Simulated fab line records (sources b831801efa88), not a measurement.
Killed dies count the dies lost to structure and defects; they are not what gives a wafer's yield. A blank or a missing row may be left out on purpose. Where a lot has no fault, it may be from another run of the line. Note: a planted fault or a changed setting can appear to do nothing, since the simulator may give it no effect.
Which tool did it? -- flow sky130 -- 12 lots, 36 wafers sampled, at 2 steps of a route of 708

WHAT EACH GAUGE READ, for each wafer
SKY_CONTACT_RS_MEAS_25: measurement is done with a four-point probe.
lot,measured,on,CONTACT_W_RS (ohm/sq)
L075,day 31 22:22,film-metro-04,0.342 0.341 0.343
L077,day 32 14:04,film-metro-01,0.344 0.349 0.341
L079,day 34 02:25,film-metro-01,0.340 0.343 0.343
L080,day 34 05:04,film-metro-02,0.341 0.337 0.338
L083,day 34 21:02,film-metro-01,0.338 0.341 0.341
L085,day 35 18:24,film-metro-04,0.333 0.330 0.335
L086,day 36 11:32,film-metro-04,0.333 0.340 0.342
L089,day 37 11:36,film-metro-02,0.345 0.337 0.342
L091,day 37 13:39,film-metro-02,0.331 0.339 0.333
L092,day 37 18:10,film-metro-02,0.340 0.343 0.343
L095,day 38 16:27,film-metro-02,0.341 0.345 0.339
L097,day 38 20:41,film-metro-02,0.348 0.340 0.346

EACH LOT AND THE TOOL THAT RAN IT (in order: tool; ch and the chambers of the sampled wafers; start)
lot,SKY_NWELL_STRIP_25
L075,"plasma-asher-04 ch 0,1, day 5 15:52"
L077,"plasma-asher-04 ch 0,1, day 6 00:00"
L079,"plasma-asher-04 ch 0,1, day 7 01:45"
L080,"plasma-asher-04 ch 0,1, day 7 05:38"
L083,"plasma-asher-04 ch 0,1, day 7 13:40"
L085,"plasma-asher-03 ch 0,1, day 8 09:54"
L086,"plasma-asher-01 ch 0,1, day 8 20:00"
L089,"plasma-asher-04 ch 0,1, day 9 09:45"
L091,"plasma-asher-03 ch 0,1, day 9 17:18"
L092,"plasma-asher-04 ch 0,1, day 10 04:51"
L095,"plasma-asher-01 ch 0,1, day 10 17:25"
L097,"plasma-asher-04 ch 0,1, day 11 02:43"
- SKY_NWELL_STRIP_25: strips in O2/N2.

THE ANSWER, worked out from the rows above alone
Rule: what is usual is taken from the lots themselves. Put in order of their means at a reading, lots are off if they are a third of the lots or fewer, leave a main group of 4 or more, and stand apart from it by a gap of 3 or more times the standard deviation of the main group's means; of several such gaps the widest counts. If all means in a main group match to the digits the tables above print for the reading, that group is not used. A lot without any number at a reading at which 4 lots or more have one is off too. Any other lot the step has rows for is counted as sound.
No lot is off at any reading shown: from this, nothing can be told.

WHAT THE SIMULATOR HAD PUT IN
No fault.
